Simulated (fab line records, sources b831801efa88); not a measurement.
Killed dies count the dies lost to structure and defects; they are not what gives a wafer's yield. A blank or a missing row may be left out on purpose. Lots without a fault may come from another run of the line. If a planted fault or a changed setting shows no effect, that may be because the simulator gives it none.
fab line records ; flow sky130
[record] lots = 5; wafers = 15; lastDay = 49
route steps=708 shown SONOS_ONO@173 PAD_OPEN@708
lots that met no fault: from a run of the same line without faults
startH: hours from the record's first day to the start of the lot's first wafer shown ; waitH: hours from the lot's prior step to this one ; " identical to the entry in the row above ; L1.1+2: several wafers, shown together as one row ; - no value present, or no start provided ; * or withheld: withheld ; < > ~ a bound
route shown NAME@n: a module of which the file shows steps, and the number in the route of the first ; usual: average and standard deviation across the fault-free wafers ; same: alike in all rows ; chamber/n: place in a boat ; sites: each site's reading ; _std_site: standard deviation of those values ; _edge_site: outer sites' mean less inner sites' ; radiusMm: how far each site lies from the wafer's centre ; mask NAME#n: copy n ; behind: the last tool/chamber to shape the wafer ; hold: what put the lot on hold/how long, in hours/how the hold closed ; device: names the non-switching transistor (n, p or np) ; end of line: tests of these same wafers at the route's end ; step lacking rows: just its recipe ; killed: not the wafer's yield, but the dies lost to structure and defects at the first sort ; map: dies across one wafer; x = killed, . = not, _ = none there
set.NAME: the setting the step ran with; set.NAME@STEP: the setting that earlier step ran with ; model.NAME: the simulator's own value behind a step, which no gauge read
lots at selected steps of the route; one table per step, one row per wafer
services: the hour from which a tool's chamber was out of use, counted from the record's first day as startH (under 0 if before that day), plus the number of hours and why
[[steps]]
[step SKY_SONOS_ONO_THK_MEAS_05]
[recipe] reads = SiO2_of_SONOS_ONO_CVD_04
[usual] SONOS_ONO_CVD_04_THK = 5.72/0.091
lot.wafer;tool;chamber;startH;waitH;SONOS_ONO_CVD_04_THK[nm]
L178.1;filmMetro-04;-;274.53;0.0;5.72
L178.2;filmMetro-04;-;274.53;0.0;5.67
L178.5;filmMetro-04;-;274.53;0.0;5.67
L183.2;filmMetro-01;-;319.82;0.0;5.78
L183.3;filmMetro-01;-;319.82;0.0;5.87
L183.6;filmMetro-01;-;319.82;0.0;5.70
L185.2;filmMetro-01;-;333.88;0.0;5.75
L185.3;filmMetro-01;-;333.88;0.0;5.65
L185.5;filmMetro-01;-;333.88;0.0;5.53
L195.2;filmMetro-04;-;406.86;0.0;5.74
L195.3;filmMetro-04;-;406.86;0.0;5.74
L195.5;filmMetro-04;-;406.86;0.0;5.65
L196.2;filmMetro-03;-;417.18;0.0;5.58
L196.3;filmMetro-03;-;417.18;0.0;5.69
L196.5;filmMetro-03;-;417.18;0.0;5.72
[step SKY_SONOS_ONO_DEHYDRATE_06]
[recipe] tempC = 200; timeS = 60
[step SKY_SONOS_ONO_HMDS_07]
[recipe] primeTimeS = 60; primeTempC = 120
[step SKY_SONOS_ONO_COAT_08]
[recipe] resist = NOVOLAK; spinRpm = 3000; resistThkNm = 1140
[step SKY_SONOS_ONO_SOFTBAKE_09]
[recipe] tempC = 90; timeS = 60; resist = NOVOLAK
[step SKY_SONOS_ONO_EXPOSE_10]
[recipe] maskId = ONOM; targetCdNm = 410; na = 0.6; sourceShape = conventional; sigmaOuter = 0.6; doseMj = 150
[step SKY_SONOS_ONO_PEB_11]
[recipe] tempC = withheld; timeS = *; resist = NOVOLAK
[step SKY_SONOS_ONO_DEVELOP_12]
[recipe] developTimeS = 60; devTempC = 23
[step SKY_SONOS_ONO_CD_MEAS_13]
[recipe] targetCdNm = 410
[usual] cdNm = 409.3/2.2
lot.wafer;tool;chamber;startH;waitH;cdNm
L178.1;cdSem-01;-;299.48;0.1;409.5
L178.2;cdSem-01;-;299.48;0.1;409.0
L178.5;cdSem-01;-;299.48;0.1;411.6
L183.2;cdSem-01;-;345.95;0.1;410.2
L183.3;cdSem-01;-;345.95;0.1;408.5
L183.6;cdSem-01;-;345.95;0.1;409.8
L185.2;cdSem-02;-;360.80;0.1;411.2
L185.3;cdSem-02;-;360.80;0.1;410.6
L185.5;cdSem-02;-;360.80;0.1;413.9
L195.2;cdSem-02;-;436.70;0.1;409.1
L195.3;cdSem-02;-;436.70;0.1;409.9
L195.5;cdSem-02;-;436.70;0.1;410.1
L196.2;cdSem-02;-;448.05;0.1;408.7
L196.3;cdSem-02;-;448.05;0.1;408.1
L196.5;cdSem-02;-;448.05;0.1;408.7
[step SKY_SONOS_ONO_OVL_MEAS_14]
[usual] SONOS_ONO_OVL = 0.2/1.2
lot.wafer;tool;chamber;startH;waitH;SONOS_ONO_OVL[nm]
L178.1;overlay-02;-;299.60;0.1;-1.2
L178.2;overlay-02;-;299.60;0.1;3.0
L178.5;overlay-02;-;299.60;0.1;1.1
L183.2;overlay-02;-;346.06;0.1;0.1
L183.3;overlay-02;-;346.06;0.1;-1.3
L183.6;overlay-02;-;346.06;0.1;-1.0
L185.2;overlay-02;-;360.91;0.1;0.6
L185.3;overlay-02;-;360.91;0.1;-0.6
L185.5;overlay-02;-;360.91;0.1;1.8
L195.2;overlay-01;-;436.81;0.1;-1.6
L195.3;overlay-01;-;436.81;0.1;-0.4
L195.5;overlay-01;-;436.81;0.1;-2.5
L196.2;overlay-01;-;448.16;0.1;0.8
L196.3;overlay-01;-;448.16;0.1;0.8
L196.5;overlay-01;-;448.16;0.1;1.4
[step SKY_SONOS_ONO_ETCH_15]
[recipe] targetDepthNm = 19.52; chemistry = CHF3/O2; sourceW = 600; biasW = 200; pressureMtorr = 40; chf3FlowSccm = 50; O2_flow_sccm = 5; timeS = 7.8
[usual] drypumpMotorCurrentA = 5.8/0.45; oesProductAu = 0.995/0.014; throttleValvePct = 8.822/0.011
lot.wafer;tool;chamber;startH;waitH;drypumpMotorCurrentA;oesProductAu;rfHoursCounterH;throttleValvePct
L178.1;rieDiel-01;1;299.64;0.0;6.1;1.016;118;8.810
L178.2;rieDiel-01;0;299.64;0.0;5.5;0.987;30;8.839
L178.5;rieDiel-01;0;299.64;0.0;5.5;0.995;-;8.818
L183.2;rieDiel-03;0;346.09;0.0;5.2;1.008;10;8.844
L183.3;rieDiel-03;2;346.09;0.0;5.8;1.005;66;8.824
L183.6;rieDiel-03;1;346.09;0.0;6.0;0.986;-;8.815
L185.2;rieDiel-03;3;360.94;0.0;6.4;0.990;43;8.830
L185.3;rieDiel-03;2;360.94;0.0;5.9;0.998;67;8.832
L185.5;rieDiel-03;3;360.94;0.0;6.4;0.997;-;8.828
L195.2;rieDiel-02;3;436.84;0.0;5.9;0.985;58;8.828
L195.3;rieDiel-02;0;436.84;0.0;5.2;0.995;21;8.825
L195.5;rieDiel-02;2;436.84;0.0;6.4;0.997;-;8.827
L196.2;rieDiel-03;1;448.19;0.0;6.1;0.981;25;8.823
L196.3;rieDiel-03;2;448.19;0.0;5.9;1.008;68;8.835
L196.5;rieDiel-03;3;448.19;0.0;6.4;0.993;-;8.803
[step SKY_SONOS_ONO_WET_ETCH_16]
[recipe] chemistry = dHF; targetDepthNm = 14; dry = n2Spin; target = SiO2; dilution = 100:1; tempC = 25; timeS = 280
[step SKY_SONOS_ONO_STRIP_17]
[recipe] chemistry = O2/N2; powerW = 1400; pressureMtorr = 1500; platenTempC = withheld; o2FlowSccm = 3000; n2FlowSccm = 300; overashFraction = 0.5
[usual] drypumpMotorCurrentA = 5.85/0.26; oesProductAu = 0.709/0.0047; stripTimeToEndpointS = 14.09/0.04
lot.wafer;tool;chamber;startH;waitH;drypumpMotorCurrentA;oesProductAu;rfHoursCounterH;stripTimeToEndpointS;model.NOVOLAK_of_SONOS_ONO_COAT_08.thkNm
L178.1;plasmaAsher-01;1;299.75;0.0;5.92;0.716;61;14.04;0
L178.2;plasmaAsher-01;0;299.75;0.0;6.24;0.705;61;14.02;0
L178.5;plasmaAsher-01;0;299.75;0.0;6.25;0.705;-;14.07;0
L183.2;plasmaAsher-02;0;346.20;0.0;6.01;0.891;56;-;711.5
L183.3;plasmaAsher-02;1;346.20;0.0;5.74;0.880;-;-;711
L183.6;plasmaAsher-02;0;346.20;0.0;6.06;0.862;-;-;711.6
L185.2;plasmaAsher-03;1;361.05;0.0;5.56;0.707;20;14.14;0
L185.3;plasmaAsher-03;1;361.05;0.0;5.56;0.702;-;14.06;0
L185.5;plasmaAsher-03;0;361.05;0.0;5.51;0.711;-;14.03;0
L195.2;plasmaAsher-01;0;437.03;0.0;6.26;0.713;1;14.15;0
L195.3;plasmaAsher-01;1;437.03;0.0;5.88;0.706;-;14.08;0
L195.5;plasmaAsher-01;1;437.03;0.0;5.87;0.714;-;14.08;0
L196.2;plasmaAsher-02;1;448.31;0.0;5.75;0.705;65;14.13;0
L196.3;plasmaAsher-02;0;448.31;0.0;6.01;0.711;-;14.10;0
L196.5;plasmaAsher-02;0;448.31;0.0;6.03;0.712;-;14.12;0
[step SKY_SONOS_ONO_WET_ETCH_18]
[recipe] chemistry = H3PO4; targetDepthNm = 15; target = Si3N4; tempC = 160; timeS = 172
[step SKY_PAD_OPEN_PROBE_99]
[usual] killed_at_M0_to_M3 = 43/6.6; killed_at_M4_up = 2.9/1.8; killedAtContacts = 25/5.3; killedAtFrontEnd = 15/4.1; killedAtOther = 0.3/0.6; killedDies = 86/8.8; killedOnRim = 17/3.5; killedOpen = 47/6.7; killedShort = 39/6.2
[same] grossDies = 492; killedAtBackSide = 0
lot.wafer;tool;chamber;startH;waitH;killed_at_M0_to_M3;killed_at_M4_up;killedAtContacts;killedAtFrontEnd;killedAtOther;killedDies;killedOnRim;killedOpen;killedShort
L183.2;prober-02;-;1128.73;0.1;45;2;29;416;0;492;96;48;38
L183.3;prober-02;-;1128.78;0.2;47;5;24;416;0;492;96;53;31
L183.6;prober-02;-;1128.93;0.2;40;4;14;434;0;492;96;40;36
L185.2;prober-01;-;1136.19;0.1;39;4;34;11;0;88;13;46;42
L185.3;prober-01;-;1136.24;0.2;35;2;13;12;0;62;13;37;25
L185.5;prober-01;-;1136.34;0.2;59;1;35;10;1;106;22;60;46
L195.2;prober-01;-;1180.13;0.1;48;4;25;15;0;92;20;48;43
L195.3;prober-01;-;1180.18;0.2;41;3;27;13;1;85;14;45;39
L195.5;prober-01;-;1180.28;0.2;45;2;28;22;1;98;16;51;47
// killed by level:class
L183.2 GATE_OXIDE:areaOxidation=405 VIA1:geometricParticle:open=13 CONTACT:geometricParticle:open=11 LI_CONTACT:geometricParticle:open=8 METAL2:geometricParticle:short=6 VIA1:geometricParticle:short=5 VIA2:geometricParticle:short=5 VIA3:geometricParticle:open=5
L183.3 GATE_OXIDE:areaOxidation=408 VIA1:geometricParticle:open=15 VIA2:geometricParticle:open=11 CONTACT:geometricParticle:open=8 VIA3:geometricParticle:open=7 LI_CONTACT:geometricParticle:open=5 FIELD_ISO:geometricParticle:short=4 CONTACT:geometricParticle:short=4
L183.6 GATE_OXIDE:areaOxidation=414 LI_CONTACT:geometricParticle:open=7 METAL2:geometricParticle:short=7 FIELD_ISO:geometricParticle:open=6 FIELD_ISO:geometricParticle:short=6 VIA3:geometricParticle:open=6 VIA1:geometricParticle:open=5 METAL3:geometricParticle:short=5
L185.2 CONTACT:geometricParticle:open=11 LI_CONTACT:geometricParticle:open=10 METAL2:geometricParticle:short=8 VIA1:geometricParticle:open=7 FIELD_ISO:geometricParticle:open=6 CONTACT:geometricParticle:short=6 VIA3:geometricParticle:open=5 METAL1:geometricParticle:short=5
L185.3 VIA3:geometricParticle:open=10 LI_CONTACT:geometricParticle:open=8 METAL2:geometricParticle:short=6 VIA1:geometricParticle:open=5 VIA1:geometricParticle:short=4 FIELD_ISO:geometricParticle:open=3 METAL1:geometricParticle:short=3 CONTACT:geometricParticle:open=2
L185.5 VIA3:geometricParticle:open=15 METAL2:geometricParticle:short=11 CONTACT:geometricParticle:open=11 LI_CONTACT:geometricParticle:open=10 VIA1:geometricParticle:open=9 CONTACT:geometricParticle:short=6 VIA1:geometricParticle:short=6 FIELD_ISO:geometricParticle:open=5
L195.2 VIA1:geometricParticle:open=13 LI_CONTACT:geometricParticle:open=10 METAL1:geometricParticle:short=9 METAL2:geometricParticle:short=6 CONTACT:geometricParticle:open=6 VIA3:geometricParticle:open=6 FIELD_ISO:geometricParticle:open=5 POLY_GATE:geometricParticle:open=4
L195.3 LI_CONTACT:geometricParticle:open=9 VIA1:geometricParticle:open=9 VIA1:geometricParticle:short=7 CONTACT:geometricParticle:open=7 VIA3:geometricParticle:open=5 POLY_GATE:geometricParticle:open=4 LOCAL_INTERCONNECT:geometricParticle:short=4 CONTACT:geometricParticle:short=4
L195.5 CONTACT:geometricParticle:open=13 VIA1:geometricParticle:open=8 METAL2:geometricParticle:short=7 FIELD_ISO:geometricParticle:open=6 VIA3:geometricParticle:open=6 METAL1:geometricParticle:short=6 FIELD_ISO:geometricParticle:short=5 VIA2:geometricParticle:open=5
// map L183.2 (x killed, . not)
__________xxxxxxxxxx_________
________xxxxxxxxxxxxxx_______
______xxxxxxxxxxxxxxxxxx_____
_____xxxxxxxxxxxxxxxxxxxx____
____xxxxxxxxxxxxxxxxxxxxxx___
___xxxxxxxxxxxxxxxxxxxxxxxx__
__xxxxxxxxxxxxxxxxxxxxxxxxxx_
_xxxxxxxxxxxxxxxxxxxxxxxxxxxx
_xxxxxxxxxxxxxxxxxxxxxxxxxxxx
_xxxxxxxxxxxxxxxxxxxxxxxxxxxx
_xxxxxxxxxxxxxxxxxxxxxxxxxxxx
_xxxxxxxxxxxxxxxxxxxxxxxxxxxx
_xxxxxxxxxxxxxxxxxxxxxxxxxxxx
_xxxxxxxxxxxxxxxxxxxxxxxxxxxx
_xxxxxxxxxxxxxxxxxxxxxxxxxxxx
__xxxxxxxxxxxxxxxxxxxxxxxxxx_
___xxxxxxxxxxxxxxxxxxxxxxxx__
____xxxxxxxxxxxxxxxxxxxxxx___
_____xxxxxxxxxxxxxxxxxxxx____
______xxxxxxxxxxxxxxxxxx_____
________xxxxxxxxxxxxxx_______
__________xxxxxxxxxx_________
// map L196.3 (x killed, . not)
__________.x...xx..x_________
________xx............_______
______...x....xx........_____
_____.x......xx...x...xx.____
____...x..................___
___x.......x....x.xx.x.....__
__x..............xx....xxxx._
_........xx.......x.....x....
_x.....x..x.x.x.......x..x...
_...x.....x........x.....x..x
_........x.....x.....x......x
_.x.xx...x.x....x..x.........
_.x.x.xx....x...x..x...x.....
_...x....x.....x.....x.x.....
_.......xx............x..xx..
__....x...x..........x......_
___..x............x..xx...x__
____.x................x.x.___
_____.xxxx.xx.x..........____
______.x..x...x...x....._____
________x..x........x._______
__________.......x.._________
[[services]]
tool;chamber;startH;hours;kind
rieDiel-01;2;283.16;-;clean
rieDiel-01;2;283.16;23.3;scheduledDown
rieDiel-01;2;283.16;23.3;ventCycle
rieDiel-02;1;284.94;7.3;repair
plasmaAsher-03;-;291.60;52.8;repair
rieDiel-01;0;306.30;8.1;repair
rieDiel-03;2;307.56;11.8;repair
rieDiel-03;2;329.15;4.2;repair
rieDiel-02;-;334.53;2.8;pm
rieDiel-03;3;338.41;14.8;repair
plasmaAsher-01;-;342.54;4.0;pm
plasmaAsher-02;-;364.16;6.9;repair
rieDiel-03;-;386.31;14.6;pm
plasmaAsher-01;-;391.11;0.7;repair
rieDiel-01;3;401.60;37.0;repair
plasmaAsher-02;-;414.82;3.0;repair
plasmaAsher-01;-;421.25;9.0;pm
plasmaAsher-01;0;421.25;9.0;ventCycle
plasmaAsher-01;1;421.25;9.0;ventCycle
rieDiel-03;-;426.80;2.6;repair
plasmaAsher-01;0;430.25;-;clean
plasmaAsher-01;1;430.25;-;clean
rieDiel-02;-;436.48;0.3;repair
rieDiel-02;-;447.71;28.4;repair
[[key]]
[firstSign] step = SKY_SONOS_ONO_STRIP_17; reading = oesProductAu; direction = up; sigmas = 36; usual = 0.709; struck = 0.878
[effect] step = SKY_PAD_OPEN_PROBE_99; reading = killedAtFrontEnd; direction = up; sigmas = 99+; usual = 15; struck = 422
[modelEffect] step = SKY_SONOS_ONO_STRIP_17; value = NOVOLAK_of_SONOS_ONO_COAT_08.thkNm; without = 0; struck = 711.4
[moreKillsBornAt] SKY_GATE_OXIDE_OXIDATION_01@furnace-02 = 1227
metAt SKY_SONOS_ONO_STRIP_17
struckWafers L183.2,L183.3,L183.6
laterRowsLeftOut L183.2,L183.3,L183.6
testerLeftOut L183
[fault] kind = stripAborted; tool = plasmaAsher-02; chamber = -; onsetH = 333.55; steps = SKY_SONOS_ONO_STRIP_17; offset = 0.85627; endH = 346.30
// testerLeftOut: of these lots the tester's yield and bins aren't shown, on N5 and GAA mostly nor the transistor test; their killed dies are dies lost to structure and defects alone, not to doping, threshold or leakage, so they don't give the yield
// laterRowsLeftOut: the simulator's readings of these wafers behind a module that went badly wrong aren't trusted and aren't shown, but for the sort
